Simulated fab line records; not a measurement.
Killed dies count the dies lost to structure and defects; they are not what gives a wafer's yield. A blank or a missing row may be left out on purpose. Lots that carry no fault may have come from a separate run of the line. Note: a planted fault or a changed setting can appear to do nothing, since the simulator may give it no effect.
Split-lot trial	flow sky130	route with 708 steps; 5 lots, 23 wafers read

== THE SPLIT ITSELF ==
At SKY_SD_N_IMPLANT_10, the setting energy kev was moved away from the recipe's 20 on 8 of the 23 wafers read, by -3.7% to +2.8%. This setting was run at the recipe's value on the other wafers.

The reading is taken at the split's own step.

== THE READING ==
The simulator's own value implant.drp nm, read by no gauge, in nm at SKY_SD_N_IMPLANT_10. The file gives no usual value for it.

wafer	tool, chamber at the split	energy kev as run	against the recipe	implant.drp nm, nm	against lot-mates on the recipe
L077.1	implanter-01, 0	19.57	-2.1%	12.83	-0.17
L077.2	implanter-01, 0	19.57	-2.1%	12.83	-0.17
L077.3	implanter-01, 0	19.57	-2.1%	12.83	-0.17
L077.4	implanter-01, 0	20	recipe	13	-
L077.5	implanter-01, 0	20	recipe	13	-
L079.1	implanter-01, 0	19.26	-3.7%	12.71	-0.29
L079.2	implanter-01, 0	19.26	-3.7%	12.71	-0.29
L079.4	implanter-01, 0	19.26	-3.7%	12.71	-0.29
L079.3	implanter-01, 0	20	recipe	13	-
L079.5	implanter-01, 0	20	recipe	13	-
L080.2	implanter-01, 0	20	recipe	13	-
L080.4	implanter-01, 0	20	recipe	13	-
L080.5	implanter-01, 0	20	recipe	13	-
L080.3	implanter-01, 0	20.55	+2.8%	13.21	+0.21
L080.6	implanter-01, 0	20.55	+2.8%	13.21	+0.21
L083.1	implanter-02, 0	20	recipe	13	-
L083.3	implanter-02, 0	20	recipe	13	-
L083.4	implanter-02, 0	20	recipe	13	-
L083.5	implanter-02, 0	20	recipe	13	-
L083.6	implanter-02, 0	20	recipe	13	-
L085.1	implanter-04, 0	20	recipe	13	-
L085.2	implanter-04, 0	20	recipe	13	-
L085.4	implanter-04, 0	20	recipe	13	-

THE FIT
A straight line over all 23 wafers: implant.drp nm changes by +0.0779 nm for each +1% of energy kev; r = +1.00; the points scatter about the line by 0.0015 nm.
The same after taking each lot's own level away (the mean of its wafers on the recipe; 23 wafers): +0.0779 nm for each +1%; r = +1.00; scatter 0.0015 nm.
According to that fit, moving energy kev by its largest amount changes the reading by 0.29 nm.
The lots' own levels span 13.000 to 13.000 nm.
Hence the lot-to-lot level has little effect on the slope; both slopes agree.
Check: with one of the wafers moved furthest among these (-3.7%) left out of the fit, the line predicts -0.289 nm for it against its lot-mates. Against them it came out at -0.29 nm.

== THE OTHER SPLITS THESE WAFERS WENT THROUGH ==
These wafers also went through other splits before the reading. Each is held against what the fit with the lots' levels taken away leaves over:
other split on the same wafers	wafers away from the commonest value	r with implant.drp nm (lot level and that fit taken away)
SKY_POLY_GATE_SOFTBAKE_09 temp c	6	-0.18
SKY_LDD_N_COAT_02 spin rpm	5	-0.07
SKY_LDD_N_IMPLANT_08 dose cm2	11	+0.03
SKY_LDD_LDN_IMPLANT_09 dose cm2	10	-0.13
SKY_POLY_CUT_COAT_03 spin rpm	8	+0.08
SKY_SD_N_DEVELOP_06 develop time s	9	+0.45

== THE FILE'S OWN FIT ==
implant.drp nm changes by +0.0787 nm for each +1% of energy kev, r = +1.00.
